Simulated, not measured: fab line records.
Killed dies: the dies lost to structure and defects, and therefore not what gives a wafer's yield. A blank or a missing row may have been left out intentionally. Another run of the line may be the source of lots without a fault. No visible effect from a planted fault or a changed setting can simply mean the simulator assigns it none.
Which of the tools did it? -- flow sky130 -- 12 lots, 36 wafers sampled, at 5 steps of a route of 708

== WHAT THE GAUGES SHOWED, per wafer ==
SKY_VIA3_THK_MEAS_01. Usual: VIA3_HDPCVD_THK gives 1643 nm (standard deviation 17).
lot,measured,on,VIA3_HDPCVD_THK (nm),flag
L853,day 38 10:44,film metro-01,1632 1621 1626,
L855,day 39 02:56,film metro-04,1646 1674 1663,
L856,day 40 02:26,film metro-02,1625 1644 1617,
L860,day 40 20:38,film metro-01,1363 1328 1301,OFF
L862,day 41 12:54,film metro-04,1322 1321 1321,OFF
L863,day 42 00:22,film metro-04,1653 1651 1644,
L865,day 42 04:27,film metro-04,1335 1312 1314,OFF
L868,day 42 23:23,film metro-01,1663 1636 1676,
L870,day 43 10:34,film metro-02,1646 1609 1637,
L873,day 44 21:34,film metro-02,1651 1659 1624,
L875,day 45 01:41,film metro-02,1647 1666 1652,
L874,day 45 02:20,film metro-02,1642 1630 1619,

== WHICH TOOL RAN EACH LOT (tool, then ch and the chambers of the sampled wafers, then the start) ==
lot,SKY_METAL3_SPUTTER_01,SKY_CAPM_CVD_00,SKY_METAL3_ETCH_17,SKY_VIA3_HDPCVD_00
L853,"pvd sputter-04, day 36 06:28","pecvd-02 ch 0,1, day 36 06:35","rie diel-02 ch 0,1,3, day 38 09:46","hdpcvd-01 ch 0,1, day 38 10:33"
L855,"pvd sputter-04, day 36 20:55","pecvd-04 ch 0,1,2, day 36 21:02","rie diel-01 ch 0,1,2, day 39 01:55","hdpcvd-02 ch 1,2, day 39 02:46"
L856,"pvd sputter-02, day 37 22:41","pecvd-02 ch 0,1,2, day 37 22:49","rie diel-01 ch 0,2,3, day 40 01:27","hdpcvd-01 ch 0,1,2, day 40 02:16"
L860,"pvd sputter-04, day 38 17:35","pecvd-02 ch 0,1, day 38 17:43","rie diel-02 ch 0,2, day 40 19:41","hdpcvd-01 ch 0,2, day 40 20:28"
L862,"pvd sputter-04, day 39 10:41","pecvd-01 ch 0,2, day 39 10:49","rie diel-02 ch 0,1,2, day 41 11:56","hdpcvd-01 ch 0,2, day 41 12:43"
L863,"pvd sputter-04, day 39 22:04","pecvd-02 ch 0,1,2, day 39 22:11","rie diel-03 ch 0,2,3, day 41 23:24","hdpcvd-02 ch 0,1, day 42 00:11"
L865,"pvd sputter-04, day 40 03:29","pecvd-02 ch 0,1,2, day 40 03:37","rie diel-02 ch 0,1, day 42 03:29","hdpcvd-01 ch 0,1, day 42 04:17"
L868,"pvd sputter-03, day 40 23:07","pecvd-01 ch 0,2, day 40 23:15","rie diel-02 ch 0,2,3, day 42 22:23","hdpcvd-02 ch 0,1,2, day 42 23:16"
L870,"pvd sputter-03, day 41 09:31","pecvd-01 ch 1,2, day 41 09:38","rie diel-02 ch 0,1, day 43 09:33","hdpcvd-02 ch 0,1, day 43 10:20"
L873,"pvd sputter-03, day 42 22:05","pecvd-04 ch 0,1,2, day 42 22:13","rie diel-01 ch 2,3, day 44 20:37","hdpcvd-02 ch 0,2, day 44 21:24"
L875,"pvd sputter-02, day 43 02:53","pecvd-02 ch 1,2, day 43 03:01","rie diel-01 ch 1,3, day 45 00:44","hdpcvd-01 ch 0,1,2, day 45 01:31"
L874,"pvd sputter-02, day 43 03:38","pecvd-02 ch 1,2, day 43 03:46","rie diel-03 ch 0,1,2, day 45 01:19","hdpcvd-01 ch 0,1,2, day 45 02:09"
- SKY_METAL3_SPUTTER_01: material TiN, target thk 20 nm, time 16.7 s.
- SKY_CAPM_CVD_00: deposits SiO2, target thk 15.5 nm.
- SKY_METAL3_ETCH_17: etches SiO2 in C4F8/O2/Ar, stops on TiN, time 3.9 s, target depth 15 nm.
- SKY_VIA3_HDPCVD_00: deposits SiO2, target thk 1635 nm, time 272.5 s.

== WHAT THE TOOLS THEMSELVES READ (means of the sampled wafers that have a number; where no wafer has one, the mark that the record gives instead) ==
SKY_METAL3_SPUTTER_01. Usual: 30.0 % for throttle valve pct, sd 0.97.
lot,tool,throttle valve pct (%),flag
L853,pvd sputter-04,29.8,
L855,pvd sputter-04,30.7,
L856,pvd sputter-02,29.2,
L860,pvd sputter-04,30.6,
L862,pvd sputter-04,30.3,
L863,pvd sputter-04,30.6,
L865,pvd sputter-04,30.9,
L868,pvd sputter-03,29.7,
L870,pvd sputter-03,29.5,
L873,pvd sputter-03,29.4,
L875,pvd sputter-02,30.0,
L874,pvd sputter-02,29.2,

SKY_CAPM_CVD_00. Usual: 691 W for heater power w, sd 120.
lot,tool,heater power w (W),flag
L853,pecvd-02,652,
L855,pecvd-04,702,
L856,pecvd-02,681,
L860,pecvd-02,825,
L862,pecvd-01,770,
L863,pecvd-02,739,
L865,pecvd-02,722,
L868,pecvd-01,747,
L870,pecvd-01,594,
L873,pecvd-04,707,
L875,pecvd-02,574,
L874,pecvd-02,635,

SKY_METAL3_ETCH_17. Usual: bias w 1200 W, standard deviation 3.1; oes product au 0.754 a.u., standard deviation 0.0066.
lot,tool,bias w (W),oes product au (a.u.),flag
L853,rie diel-02,1199,0.753,
L855,rie diel-01,1199,0.758,
L856,rie diel-01,1200,0.756,
L860,rie diel-02,1197,0.753,
L862,rie diel-02,1200,0.754,
L863,rie diel-03,1195,0.755,
L865,rie diel-02,1200,0.763,
L868,rie diel-02,1199,0.752,
L870,rie diel-02,1201,0.761,
L873,rie diel-01,1201,0.764,
L875,rie diel-01,1199,0.747,
L874,rie diel-03,1197,0.753,

SKY_VIA3_HDPCVD_00. Usual: pressure mtorr 6.002 mTorr, standard deviation 0.012; sih4 flow sccm 59.98 sccm, standard deviation 0.19.
lot,tool,pressure mtorr (mTorr),sih4 flow sccm (sccm),flag
L853,hdpcvd-01,5.988,60.03,
L855,hdpcvd-02,5.998,60.05,
L856,hdpcvd-01,6.009,60.04,
L860,hdpcvd-01,5.999,47.93,OFF
L862,hdpcvd-01,6.011,47.99,OFF
L863,hdpcvd-02,6.000,60.11,
L865,hdpcvd-01,6.010,48.01,OFF
L868,hdpcvd-02,6.009,60.12,
L870,hdpcvd-02,5.990,60.05,
L873,hdpcvd-02,6.012,59.61,
L875,hdpcvd-01,6.007,59.88,
L874,hdpcvd-01,6.000,59.89,

== THE ANSWER, worked out from the rows above alone ==
Rule: a lot counts as off when the mean over its wafers that have a number is more than 3 standard deviations away from the usual mean. A lot without any number at a reading at which 4 lots or more have one is off too. Any other lot the step has rows for is counted as sound. First the gauges in route order, then the tools' own readings, where a lot's mean is used as printed above. At the first step where some lot is off, the reading lying furthest off is the one used; lots without a number count as furthest.
Off: L860, L862, L865, at SKY_VIA3_THK_MEAS_01 (VIA3_HDPCVD_THK).
A tool fits if, at a process step before that reading, it ran every lot that is off, and no sound lot after the first of them. Not tried: the gauges at SKY_VIA3_THK_MEAS_01; whatever is off there is also off at SKY_VIA3_HDPCVD_00, on other tools, and gauge error can't account for it. No candidate that was tried fits.

== WHAT THE SIMULATOR HAD PUT IN ==
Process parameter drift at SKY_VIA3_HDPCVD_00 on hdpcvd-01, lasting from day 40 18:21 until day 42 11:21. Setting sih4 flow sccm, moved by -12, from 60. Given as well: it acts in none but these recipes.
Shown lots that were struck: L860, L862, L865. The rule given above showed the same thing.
